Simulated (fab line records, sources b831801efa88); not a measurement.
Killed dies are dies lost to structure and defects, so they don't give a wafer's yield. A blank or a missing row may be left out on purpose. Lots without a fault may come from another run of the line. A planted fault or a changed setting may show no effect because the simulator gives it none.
One fault seen from 2 desks | flow sky130 | each desk has only its own numbers; what lay behind them comes last

THE METROLOGY DESK
What the gauges read, lot by lot, whatever tool the lot ran on: means of the sampled wafers that have a number. A lot is out of limits, marked OUT, if its mean lies more than 4 standard deviations from the usual mean; the brackets give that distance.
Columns: A = METAL3_OVL at SKY_METAL3_OVL_MEAS_14, usual 2 nm; B = VIA3_HDPCVD_THK at SKY_VIA3_THK_MEAS_01, usual 1628 nm
lot  | first seen here | A   | B
L423 | day 38 15:26    | -0  | 1628
L424 | day 39 00:55    | 1   | 1626
L428 | day 40 15:35    | 2   | 1620
L432 | day 41 11:35    | -0  | 1636
L433 | day 41 20:48    | -4  | 1641
L435 | day 42 08:46    | 0   | 1624
L436 | day 42 09:29    | 13  | 1639
L440 | day 43 16:22    | 7   | 1599
L441 | day 43 21:07    | -11 | 1612
L443 | day 44 19:10    | 4   | 1622
L445 | day 44 23:55    | 2   | 1633
L446 | day 45 04:56    | -0  | 1619
This desk's finding: nothing out of limits on any of the 12 lots.

THE TOOL OWNER'S DESK: rie_diel-04
The tool's own readings at SKY_VIA3_ETCH_14 (etches BARC in N2/H2, stops on SiO2, time 45.9 s, target depth 60 nm): means of the sampled wafers that have a number, for each lot that ran on this tool. A lot is out of limits, marked OUT, if its mean lies more than 4 standard deviations from the usual mean; the brackets give that distance.
Columns: A = drypump_motor_current_A at SKY_VIA3_ETCH_14, usual 5.8 A; B = oes_product_au at SKY_VIA3_ETCH_14, usual 0.855 a.u.; C = run_length_s at SKY_VIA3_ETCH_14, usual 74.2 s; D = throttle_valve_pct at SKY_VIA3_ETCH_14, usual 13.225 %
lot  | first seen here | A   | B               | C               | D
L423 | day 39 18:06    | 5.5 | 0.852           | 74.3            | 13.230
L428 | day 41 17:39    | 6.4 | 0.859           | 74.3            | 13.216
L432 | day 42 13:10    | 6.0 | 0.920 (+13) OUT | 70.5 (-10) OUT  | 13.217
L433 | day 42 22:51    | 5.8 | 0.921 (+13) OUT | 70.4 (-10) OUT  | 13.230
L436 | day 43 10:43    | 5.5 | 0.929 (+15) OUT | 70.8 (-9.1) OUT | 13.239
L446 | day 46 03:52    | 5.7 | 0.856           | 74.4            | 13.212
This desk's finding: out of limits on L432, L433, L436; first on L432, day 42 13:10 (oes_product_au at SKY_VIA3_ETCH_14). In limits: L423, L428, L446.

PUT TOGETHER
The tool owner's desk could have raised an alarm at day 42 13:10, on L432, L433, L436.
The metrology desk saw nothing out of limits.
The metrology desk has L432, L433, L436 on record, within its limits.
Of the lots named, all ran SKY_VIA3_ETCH_14 on rie_diel-04.

WHAT THE SIMULATOR HAD PUT IN
Process parameter drift: rie_diel-04, from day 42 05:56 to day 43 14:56, at SKY_VIA3_ETCH_14. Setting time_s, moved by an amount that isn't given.
Lots struck among those shown: L432, L433, L436.
Hours from the fault's start to each desk's first reading out of limits: the tool owner's desk, 7.
